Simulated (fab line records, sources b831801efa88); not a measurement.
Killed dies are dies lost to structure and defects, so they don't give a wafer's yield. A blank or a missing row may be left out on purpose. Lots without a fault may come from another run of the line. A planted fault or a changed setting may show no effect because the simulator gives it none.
fab line records | flow gf180mcu | part 1 of 2: steps 1 to 42 of 44
record lots=6 wafers=18 last_day=34
route steps=602 shown POLY_GATE@161 HV_LDD@176 PASSIVATION@602
lots that met no fault: from a run of the same line without faults
start_h: hours from the record's first day to the start of the lot's first wafer shown | wait_h: hours since the lot's step before | " the same as in the row above | L1.1+2: a row that stands for several wafers | - no value, or no start given | * or withheld: withheld | < > ~ a bound
route shown NAME@n: a module of which the file shows steps, and the number in the route of the first | usual: mean/standard deviation of fault-free wafers | same: alike in all rows | chamber/n: place in a boat | sites: the reading at each site | _std_site: their standard deviation | _edge_site: outer sites' mean less inner sites' | radius_mm: how far each site lies from the wafer's centre | mask NAME#n: copy n | behind: the tool/chamber that last shaped the wafer | hold: why the lot was held/for how many hours/how that ended | device: the transistor (n, p or np) that didn't switch | end of line: the same wafers' tests at the end of the route | a step without rows: its recipe alone | killed: dies lost to structure and defects at the first sort, not the wafer's yield | map: a wafer's dies, x killed, . not, _ none there
set.NAME: the setting as run; set.NAME@STEP: as run at that earlier step | model.NAME: the simulator's own value behind a step, which no gauge read
lots at some steps of the route; a table a step, a row a wafer
services: from which hour (start_h, from the record's first day; less than 0 if before it) a tool's chamber was out of use, for how many hours, and why
## steps
# step GF_POLY_GATE_COAT_04
# recipe resist=BARC temp_c=withheld time_s=withheld spin_rpm=withheld resist_thk_nm=withheld
# step GF_POLY_GATE_COAT_05
# recipe resist=KrF spin_rpm=withheld resist_thk_nm=700
# step GF_POLY_GATE_SOFTBAKE_06
# recipe temp_c=130 time_s=60 resist=KrF
# step GF_POLY_GATE_EXPOSE_07
# recipe mask_id=Poly2 target_cd_nm=280 na=0.68 source_shape=conventional sigma_outer=0.6 dose_mj=28
# step GF_POLY_GATE_PEB_08
# recipe peb_temp_c=135 peb_time_s=90 resist=KrF
# step GF_POLY_GATE_DEVELOP_09
# recipe develop_time_s=60 resist=KrF dev_temp_c=21
# step GF_POLY_GATE_CD_MEAS_10
# recipe target_cd_nm=280
# usual cd_nm=279.9/1.3
# columns lot.wafer tool chamber start_h wait_h cd_nm
L200.2 cd_sem-02 - 212.54 0.1 279.6
L200.3 " - " " 279.6
L200.4 " - " " 278.5
L201.1 cd_sem-01 - 217.82 0.1 279.6
L201.2 " - " " 280.1
L201.5 " - " " 280.1
L205.1 cd_sem-01 - 249.17 0.2 279.6
L205.2 " - " " 278.7
L205.4 " - " " 278.5
L218.1 cd_sem-01 - 341.32 0.1 277.5
L218.3 " - " " 278.8
L218.4 " - " " 277.5
L219.1 cd_sem-01 - 350.67 0.1 281.1
L219.3 " - " " 280.3
L219.4 " - " " 280.7
L221.2 cd_sem-02 - 366.40 0.1 278.2
L221.3 " - " " 277.8
L221.6 " - " " 277.8
# step GF_POLY_GATE_OVL_MEAS_11
# usual POLY_GATE_OVL=5/4.6
# columns lot.wafer tool chamber start_h wait_h POLY_GATE_OVL[nm]
L200.2 overlay-01 - 212.64 0.1 15
L200.3 " - " " 3
L200.4 " - " " 7
L201.1 overlay-01 - 217.94 0.1 5
L201.2 " - " " 1
L201.5 " - " " 6
L205.1 overlay-01 - 249.29 0.1 16
L205.2 " - " " 1
L205.4 " - " " 8
L218.1 overlay-02 - 341.44 0.1 2
L218.3 " - " " 7
L218.4 " - " " 6
L219.1 overlay-02 - 350.79 0.1 -2
L219.3 " - " " 3
L219.4 " - " " -3
L221.2 overlay-01 - 366.51 0.1 3
L221.3 " - " " 4
L221.6 " - " " 4
# step GF_POLY_GATE_ETCH_12
# recipe chemistry=N2/H2 target_depth_a=withheld overetch_a=withheld time_s=withheld target=BARC ion_energy_ev=200 source_w=500 bias_w=100 pressure_mtorr=30 n2_flow_sccm=100 h2_flow_sccm=200
# usual drypump_motor_current_A=5.9/0.35 oes_product_au=0.735/0.0049 throttle_valve_pct=13.215/0.0083
# columns lot.wafer tool chamber start_h wait_h drypump_motor_current_A oes_product_au throttle_valve_pct
L200.2 rie_diel-02 3 212.67 0.0 6.2 0.735 13.218
L200.3 " 1 " " 5.7 0.738 13.205
L200.4 " 2 " " 5.7 0.738 13.224
L201.1 rie_diel-01 2 217.98 0.0 6.1 0.732 13.224
L201.2 " 1 " " 6.7 0.737 13.224
L201.5 " 1 " " 6.7 0.734 13.207
L205.1 rie_diel-03 1 249.33 0.0 6.4 0.728 13.213
L205.2 " 2 " " 5.1 0.739 13.210
L205.4 " 3 " " 5.6 0.735 13.206
L218.1 rie_diel-03 1 341.48 0.0 6.4 0.746 13.210
L218.3 " 3 " " 5.6 0.739 13.223
L218.4 " 2 " " 5.1 0.739 13.206
L219.1 rie_diel-03 0 350.83 0.0 5.9 0.736 13.220
L219.3 " 3 " " 5.6 0.732 13.206
L219.4 " 2 " " 5.1 0.733 13.216
L221.2 rie_diel-02 3 366.54 0.0 6.2 0.731 13.218
L221.3 " 1 " " 5.7 0.728 13.214
L221.6 " 3 " " 6.2 0.736 13.213
# step GF_POLY_GATE_ETCH_13
# recipe target=poly-Si target_depth_nm=198.5 stop_on=SiO2 over_etch_frac=0.403 chemistry=HBr/Cl2 icp_w=400 bias_w=100 pressure_mtorr=10 HBr_flow_sccm=150 Cl2_flow_sccm=50 time_s=69.6
# usual drypump_motor_current_A=5.80/0.26 oes_product_au=0.990/0.009 throttle_valve_pct=33.684/0.0086
# columns lot.wafer tool chamber start_h wait_h drypump_motor_current_A oes_product_au rf_hours_counter_h throttle_valve_pct
L200.2 rie_si-02 2 212.72 - 5.88 0.970 105 33.684
L200.3 " 1 " " 5.33 0.975 5 33.670
L200.4 " 0 " " 5.70 0.987 - 33.683
L201.1 rie_si-01 0 218.03 - 6.33 0.983 86 33.673
L201.2 " 3 " " 5.90 1.001 2 33.694
L201.5 " 2 " " 5.74 0.985 - 33.682
L205.1 rie_si-01 1 249.38 - 5.67 0.986 94 33.674
L205.2 " 0 " " 6.31 0.997 86 33.685
L205.4 " 2 " " 5.78 0.981 18 33.697
L218.1 rie_si-01 0 341.53 - 6.31 1.010 87 33.691
L218.3 " 2 " " 5.76 0.982 19 33.689
L218.4 " 2 " " 5.74 0.983 - 33.702
L219.1 rie_si-02 2 350.88 - 5.87 1.005 1 33.676
L219.3 " 3 " " 5.92 0.995 1 33.674
L219.4 " 0 " " 5.61 1.004 2 33.690
L221.2 rie_si-01 3 366.59 - 5.89 0.996 4 33.672
L221.3 " 1 " " 5.67 0.992 0 33.677
L221.6 " 2 " " 5.77 0.989 - 33.677
# step GF_POLY_GATE_STRIP_14
# recipe chemistry=O2/N2 power_w=1400 pressure_mtorr=1500 platen_temp_c=250 o2_flow_sccm=3000 n2_flow_sccm=300 overash_fraction=0.5
# usual drypump_motor_current_A=5.7/0.48 heater_power_w=374/28 oes_product_au=0.505/0.0044
# columns lot.wafer tool chamber start_h wait_h drypump_motor_current_A heater_power_w oes_product_au rf_hours_counter_h
L200.2 plasma_asher-01 1 212.78 0.0 5.7 362 0.504 56
L200.3 " 1 " " 5.7 343 0.498 -
L200.4 " 0 " " 6.1 367 0.499 -
L201.1 plasma_asher-02 0 218.08 0.0 6.1 391 0.503 10
L201.2 " 1 " " 5.1 344 0.505 10
L201.5 " 0 " " 6.1 412 0.508 -
L205.1 plasma_asher-02 1 249.43 0.0 5.1 352 0.507 14
L205.2 " 0 " " 6.0 393 0.504 14
L205.4 " 0 " " 6.1 394 0.505 -
L218.1 plasma_asher-01 0 341.58 0.0 6.1 375 0.513 68
L218.3 " 1 " " 5.8 347 0.505 -
L218.4 " 0 " " 6.1 370 0.498 -
L219.1 plasma_asher-02 0 350.93 0.0 6.0 392 0.502 24
L219.3 " 1 " " 5.1 336 0.502 -
L219.4 " 0 " " 6.1 388 0.506 -
L221.2 plasma_asher-02 1 366.64 0.0 5.1 354 0.505 26
L221.3 " 1 " " 5.1 339 0.504 -
L221.6 " 0 " " 6.1 394 0.508 -
# step GF_POLY_GATE_CLEAN_15
# recipe chemistry=SC1/SC2 mix=1:4:20 temp_c=70 time_s=150 dry=n2_spin
# step GF_POLY_GATE_OXIDATION_16
# recipe temp_c=850 ambient=O2 stabilise_s=600 purge_s=300 target_thk_a=40 ox_time_s=899
# usual spike_tc_bottom_C=867/5.9 spike_tc_centre_C=849.5/1.4 spike_tc_lower_C=850.8/1.1 spike_tc_top_C=861.7/1.7 spike_tc_upper_C=850.6/1
# same ox_time_s=899
# columns lot.wafer tool chamber start_h wait_h spike_tc_bottom_C spike_tc_centre_C spike_tc_lower_C spike_tc_top_C spike_tc_upper_C model.SiO2_of_POLY_GATE_OXIDATION_16.thk_nm
L200.2 furnace-02 0 212.96 0.0 839 815.8 815.4 829.6 817.2 2.628
L200.3 " 0 " " 839 815.0 817.4 829.5 815.3 2.552
L200.4 " 0 " " 839 814.3 816.2 828.7 816.0 2.568
L201.1 furnace-01 0 218.51 0.3 863 849.7 851.6 860.1 850.4 3.995
L201.2 " 0 " " 862 852.0 851.9 860.6 847.9 3.954
L201.5 " 0 " " 860 850.0 850.8 860.8 850.4 4.004
L205.1 furnace-02 0 250.84 1.3 839 814.8 814.4 829.4 817.1 2.498
L205.2 " 0 " " 838 814.7 816.2 829.9 816.4 2.505
L205.4 " 0 " " 838 815.5 816.3 829.2 816.5 2.475
L218.1 furnace-02 0 342.02 0.3 873 849.6 850.3 862.5 851.2 3.962
L218.3 " 0 " " 873 848.9 850.3 862.4 850.7 3.925
L218.4 " 0 " " 872 850.3 850.9 862.5 850.9 3.949
L219.1 furnace-01 0 352.40 1.3 861 849.7 850.8 861.0 850.4 4.152
L219.3 " 0 " " 861 850.9 851.3 858.6 850.2 4.217
L219.4 " 0 " " 859 853.2 849.9 859.5 848.1 4.16
L221.2 furnace-01 0 367.11 0.3 860 850.9 849.9 859.7 850.4 4.077
L221.3 " 0 " " 859 848.2 853.0 860.2 851.0 4.052
L221.6 " 0 " " 861 847.7 851.2 858.9 851.4 4.04
# step GF_POLY_GATE_THK_MEAS_17
# recipe reads=SiO2_of_POLY_GATE_OXIDATION_16
# usual POLY_GATE_OXIDATION_THK=4.00/0.075
# columns lot.wafer tool chamber start_h wait_h POLY_GATE_OXIDATION_THK[nm]
L200.2 film_metro-02 - 214.22 0.0 2.57
L200.3 " - " " 2.53
L200.4 " - " " 2.56
L201.1 film_metro-03 - 219.76 0.0 4.03
L201.2 " - " " 3.93
L201.5 " - " " 4.00
L205.1 film_metro-02 - 252.09 0.0 2.51
L205.2 " - " " 2.51
L205.4 " - " " 2.44
L218.1 film_metro-03 - 343.27 0.0 4.01
L218.3 " - " " 3.93
L218.4 " - " " 3.99
L219.1 film_metro-04 - 353.65 0.0 4.16
L219.3 " - " " 4.20
L219.4 " - " " 4.12
L221.2 film_metro-04 - 368.37 0.0 4.08
L221.3 " - " " 4.05
L221.6 " - " " 4.08
# step GF_POLY_GATE_CD_MEAS_18
# usual cd_nm=279.5/1.7
# columns lot.wafer tool chamber start_h wait_h cd_nm
L200.2 cd_sem-02 - 214.30 0.1 276.4
L200.3 " - " " 276.1
L200.4 " - " " 277.6
L201.1 cd_sem-01 - 219.82 0.1 280.2
L201.2 " - " " 279.4
L201.5 " - " " 282.6
L205.1 cd_sem-01 - 252.15 0.1 280.3
L205.2 " - " " 278.2
L205.4 " - " " 280.7
L218.1 cd_sem-01 - 343.33 0.1 276.5
L218.3 " - " " 278.5
L218.4 " - " " 276.7
L219.1 cd_sem-01 - 353.71 0.1 281.8
L219.3 " - " " 277.7
L219.4 " - " " 280.5
L221.2 cd_sem-02 - 368.45 0.1 278.1
L221.3 " - " " 276.8
L221.6 " - " " 278.9
# step GF_HV_LDD_DEHYDRATE_00
# recipe temp_c=200 time_s=60
# step GF_HV_LDD_HMDS_01
# recipe prime_time_s=60 prime_temp_c=120
# step GF_HV_LDD_COAT_02
# recipe resist=NOVOLAK spin_rpm=3000 resist_thk_nm=1000
# step GF_HV_LDD_SOFTBAKE_03
# recipe temp_c=90 time_s=60 resist=NOVOLAK
# step GF_HV_LDD_EXPOSE_04
# recipe mask_id=Nplus_LV_AREA target_cd_nm=400 na=0.6 source_shape=conventional sigma_outer=0.6 dose_mj=140
# step GF_HV_LDD_PEB_05
# recipe temp_c=withheld time_s=* resist=NOVOLAK
# step GF_HV_LDD_DEVELOP_06
# recipe develop_time_s=60 dev_temp_c=23
# step GF_HV_LDD_CD_MEAS_07
# recipe target_cd_nm=400
# usual cd_nm=400.4/2.1
# columns lot.wafer tool chamber start_h wait_h cd_nm
L200.2 cd_sem-01 - 232.44 0.1 399.2
L200.3 " - " " 399.7
L200.4 " - " " 400.6
L201.1 cd_sem-01 - 236.87 0.1 397.9
L201.2 " - " " 397.6
L201.5 " - " " 398.0
L205.1 cd_sem-01 - 271.65 0.1 399.1
L205.2 " - " " 396.9
L205.4 " - " " 398.3
L218.1 cd_sem-02 - 364.05 0.1 397.7
L218.3 " - " " 399.5
L218.4 " - " " 401.8
L219.1 cd_sem-02 - 376.23 0.1 400.7
L219.3 " - " " 400.6
L219.4 " - " " 400.3
L221.2 cd_sem-02 - 390.59 0.1 397.7
L221.3 " - " " 398.1
L221.6 " - " " 395.6
# step GF_HV_LDD_OVL_MEAS_08
# usual HV_LDD_OVL=-0.9/1.3
# columns lot.wafer tool chamber start_h wait_h HV_LDD_OVL[nm]
L200.2 overlay-01 - 232.55 0.1 0.5
L200.3 " - " " 1.5
L200.4 " - " " -0.2
L201.1 overlay-01 - 236.99 0.1 -0.1
L201.2 " - " " -2.1
L201.5 " - " " 0.3
L205.1 overlay-01 - 271.77 0.1 -0.9
L205.2 " - " " -0.5
L205.4 " - " " -0.4
L218.1 overlay-02 - 364.17 0.1 -2.3
L218.3 " - " " -3.0
L218.4 " - " " -3.3
L219.1 overlay-01 - 376.35 0.1 -0.7
L219.3 " - " " -0.2
L219.4 " - " " -2.0
L221.2 overlay-02 - 390.70 0.1 -1.8
L221.3 " - " " -0.7
L221.6 " - " " -1.4
# step GF_HV_LDD_IMPLANT_09
# recipe species=As energy_kev=40 dose_cm2=1e+14 tilt_deg=7
# step GF_HV_LDD_STRIP_10
# recipe chemistry=O2/N2 power_w=1400 pressure_mtorr=1500 platen_temp_c=250 o2_flow_sccm=3000 n2_flow_sccm=300 overash_fraction=0.5
# usual drypump_motor_current_A=5.6/0.56 heater_power_w=370/39 oes_product_au=0.716/0.0046 strip_time_to_endpoint_s=12.65/0.034
# columns lot.wafer tool chamber start_h wait_h drypump_motor_current_A heater_power_w oes_product_au rf_hours_counter_h strip_time_to_endpoint_s
L200.2 plasma_asher-01 0 232.73 0.1 6.1 360 0.716 58 12.62
L200.3 " 0 " " 6.1 370 0.726 - 12.62
L200.4 " 1 " " 5.7 357 0.718 - 12.59
L201.1 plasma_asher-03 1 237.18 0.1 4.7 296 0.724 46 12.60
L201.2 " 0 " " 6.0 343 0.710 46 12.61
L201.5 " 1 " " 4.7 307 0.721 - 12.61
L205.1 plasma_asher-01 1 271.96 0.1 5.7 346 0.714 61 12.58
L205.2 " 0 " " 6.1 367 0.713 61 12.61
L205.4 " 1 " " 5.7 351 0.719 - 12.62
L218.1 plasma_asher-04 0 364.35 0.1 4.9 374 0.724 71 12.63
L218.3 " 0 " " 4.9 387 0.710 - 12.62
L218.4 " 1 " " 6.2 433 0.721 - 12.63
L219.1 plasma_asher-01 0 376.54 0.1 6.1 378 0.712 72 12.66
L219.3 " 0 " " 6.0 382 0.710 - 12.68
L219.4 " 1 " " 5.7 348 0.711 - 12.66
L221.2 plasma_asher-04 1 390.88 0.1 6.2 440 0.712 74 12.66
L221.3 " 0 " " 4.9 379 0.715 - 12.66
L221.6 " 1 " " 6.2 429 0.722 - 12.67
# step GF_HV_LDD_TW_MEAS_11
# usual HV_LDD_TW=2390/19
# columns lot.wafer tool chamber start_h wait_h HV_LDD_TW
L200.2 film_metro-01 - 232.84 0.1 2391
L200.3 " - " " 2379
L200.4 " - " " 2398
L201.1 film_metro-04 - 237.28 0.1 2354
L201.2 " - " " 2345
L201.5 " - " " 2348
L205.1 film_metro-01 - 272.06 0.1 2386
L205.2 " - " " 2387
L205.4 " - " " 2394
L218.1 film_metro-01 - 364.45 0.1 2402
L218.3 " - " " 2405
L218.4 " - " " 2417
L219.1 film_metro-01 - 376.64 0.1 2402
L219.3 " - " " 2394
L219.4 " - " " 2411
L221.2 film_metro-04 - 390.99 0.1 2386
L221.3 " - " " 2368
L221.6 " - " " 2374
# step GF_HV_LDD_DEHYDRATE_12
# recipe temp_c=200 time_s=60
# step GF_HV_LDD_HMDS_13
# recipe prime_time_s=60 prime_temp_c=120
# step GF_HV_LDD_COAT_14
# recipe resist=NOVOLAK spin_rpm=3000 resist_thk_nm=1000
# step GF_HV_LDD_SOFTBAKE_15
# recipe temp_c=90 time_s=60 resist=NOVOLAK
# step GF_HV_LDD_EXPOSE_16
# recipe mask_id=Pplus_LV_AREA target_cd_nm=400 na=0.6 source_shape=conventional sigma_outer=0.6 dose_mj=140
# step GF_HV_LDD_PEB_17
# recipe temp_c=withheld time_s=* resist=NOVOLAK
# step GF_HV_LDD_DEVELOP_18
# recipe develop_time_s=60 dev_temp_c=23
# step GF_HV_LDD_CD_MEAS_19
# recipe target_cd_nm=400
# usual cd_nm=399.7/1.7
# columns lot.wafer tool chamber start_h wait_h cd_nm
L200.2 cd_sem-01 - 250.30 0.1 402.3
L200.3 " - " " 401.3
L200.4 " - " " 401.6
L201.1 cd_sem-01 - 254.85 0.1 402.3
L201.2 " - " " 402.1
L201.5 " - " " 402.7
L205.1 cd_sem-01 - 291.71 0.2 396.2
L205.2 " - " " 397.1
L205.4 " - " " 396.6
L218.1 cd_sem-02 - 388.15 0.9 397.8
L218.3 " - " " 399.8
L218.4 " - " " 401.2
L219.1 cd_sem-02 - 397.65 0.1 398.4
L219.3 " - " " 398.7
L219.4 " - " " 398.7
L221.2 cd_sem-01 - 414.44 0.1 399.3
L221.3 " - " " 398.2
L221.6 " - " " 399.4
# step GF_HV_LDD_OVL_MEAS_20
# usual HV_LDD_01_OVL=-0.6/1.2
# columns lot.wafer tool chamber start_h wait_h HV_LDD_01_OVL[nm]
L200.2 overlay-01 - 250.41 0.1 -2.8
L200.3 " - " " 0.2
L200.4 " - " " -0.2
L201.1 overlay-02 - 254.97 0.1 -1.5
L201.2 " - " " 0.3
L201.5 " - " " 0.4
L205.1 overlay-02 - 291.83 0.1 -0.8
L205.2 " - " " 0.3
L205.4 " - " " 0.9
L218.1 overlay-01 - 388.27 0.1 0.3
L218.3 " - " " 1.8
L218.4 " - " " 0.0
L219.1 overlay-01 - 397.77 0.1 -2.0
L219.3 " - " " -2.1
L219.4 " - " " -1.1
L221.2 overlay-02 - 414.55 0.1 -0.6
L221.3 " - " " -0.9
L221.6 " - " " -0.5
# step GF_HV_LDD_IMPLANT_21
# recipe species=BF2 energy_kev=25 dose_cm2=5e+13 tilt_deg=7
# step GF_HV_LDD_STRIP_22
# recipe chemistry=O2/N2 power_w=1400 pressure_mtorr=1500 platen_temp_c=250 o2_flow_sccm=3000 n2_flow_sccm=300 overash_fraction=0.5
# usual drypump_motor_current_A=5.6/0.57 heater_power_w=370/38 oes_product_au=0.715/0.0042 strip_time_to_endpoint_s=12.65/0.038
# columns lot.wafer tool chamber start_h wait_h drypump_motor_current_A heater_power_w oes_product_au rf_hours_counter_h strip_time_to_endpoint_s
L200.2 plasma_asher-01 0 250.59 0.1 6.1 365 0.716 59 12.69
L200.3 " 0 " " 6.1 374 0.721 - 12.66
L200.4 " 1 " " 5.8 352 0.720 - 12.67
L201.1 plasma_asher-03 0 255.16 0.1 6.0 345 0.714 48 12.60
L201.2 " 1 " " 4.7 307 0.719 48 12.67
L201.5 " 0 " " 5.9 335 0.714 - 12.61
L205.1 plasma_asher-01 0 292.01 0.1 6.1 365 0.723 64 12.65
L205.2 " 1 " " 5.7 349 0.712 64 12.69
L205.4 " 0 " " 6.1 374 0.721 - 12.68
L218.1 plasma_asher-04 0 388.46 0.1 4.9 386 0.718 73 12.66
L218.3 " 1 " " 6.2 424 0.723 - 12.68
L218.4 " 0 " " 4.9 381 0.717 - 12.67
L219.1 plasma_asher-04 0 397.95 0.1 4.9 378 0.709 74 12.65
L219.3 " 0 " " 4.9 386 0.708 - 12.64
L219.4 " 1 " " 6.2 422 0.716 - 12.63
L221.2 plasma_asher-03 0 414.73 0.1 6.0 341 0.710 64 12.64
L221.3 " 1 " " 4.7 301 0.721 - 12.62
L221.6 " 0 " " 6.0 341 0.721 - 12.64
# step GF_HV_LDD_TW_MEAS_23
# usual HV_LDD_2_TW=1042/8.7
# columns lot.wafer tool chamber start_h wait_h HV_LDD_2_TW
L200.2 film_metro-02 - 250.70 0.1 1053
L200.3 " - " " 1049
L200.4 " - " " 1043
L201.1 film_metro-04 - 255.26 0.1 1037
L201.2 " - " " 1038
L201.5 " - " " 1032
L205.1 film_metro-04 - 292.11 0.1 1043
L205.2 " - " " 1040
L205.4 " - " " 1044
L218.1 film_metro-04 - 388.56 0.1 1038
L218.3 " - " " 1029
L218.4 " - " " 1036
L219.1 film_metro-01 - 398.05 0.1 1056
L219.3 " - " " 1057
L219.4 " - " " 1058
L221.2 film_metro-04 - 414.84 0.1 1036
L221.3 " - " " 1041
L221.6 " - " " 1038
# step GF_HV_LDD_DEHYDRATE_24
# recipe temp_c=200 time_s=60
# step GF_HV_LDD_HMDS_25
# recipe prime_time_s=60 prime_temp_c=120
# step GF_HV_LDD_COAT_26
# recipe resist=NOVOLAK spin_rpm=3000 resist_thk_nm=1000
## key
first_sign step=GF_POLY_GATE_OXIDATION_16 reading=spike_tc_upper_C direction=down sigmas=33 usual=850.6 struck=816.4
effect step=GF_POLY_GATE_OXIDATION_16 reading=spike_tc_lower_C direction=down sigmas=32 usual=850.8 struck=816.0
effect step=GF_POLY_GATE_THK_MEAS_17 reading=POLY_GATE_OXIDATION_THK direction=down sigmas=20 usual=4.00 struck=2.52
model_effect step=GF_POLY_GATE_OXIDATION_16 value=SiO2_of_POLY_GATE_OXIDATION_16.thk_nm without=4.005 struck=2.538
model_effect step=GF_HV_LDD_CLEAN_51 value=SiO2_of_POLY_GATE_OXIDATION_16.thk_nm without=3.664 struck=2.197
model_effect step=GF_PASSIVATION_PROBE_99 value=etest.pldd_3p3.rs_ohm_sq without=2025 struck=1983
met_at GF_POLY_GATE_OXIDATION_16
struck_wafers L200.2,L200.3,L200.4,L205.1,L205.2,L205.4
tester_left_out L200,L205
fault kind=process_parameter_drift tool=furnace-02 chamber=- onset_h=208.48 steps=GF_POLY_GATE_OXIDATION_16 channel=temp_c offset=* shape=step end_h=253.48 acts_in=* stated=*
# tester_left_out: of these lots the tester's yield and bins aren't shown, on N5 and GAA mostly nor the transistor test; their killed dies are dies lost to structure and defects alone, not to doping, threshold or leakage, so they don't give the yield
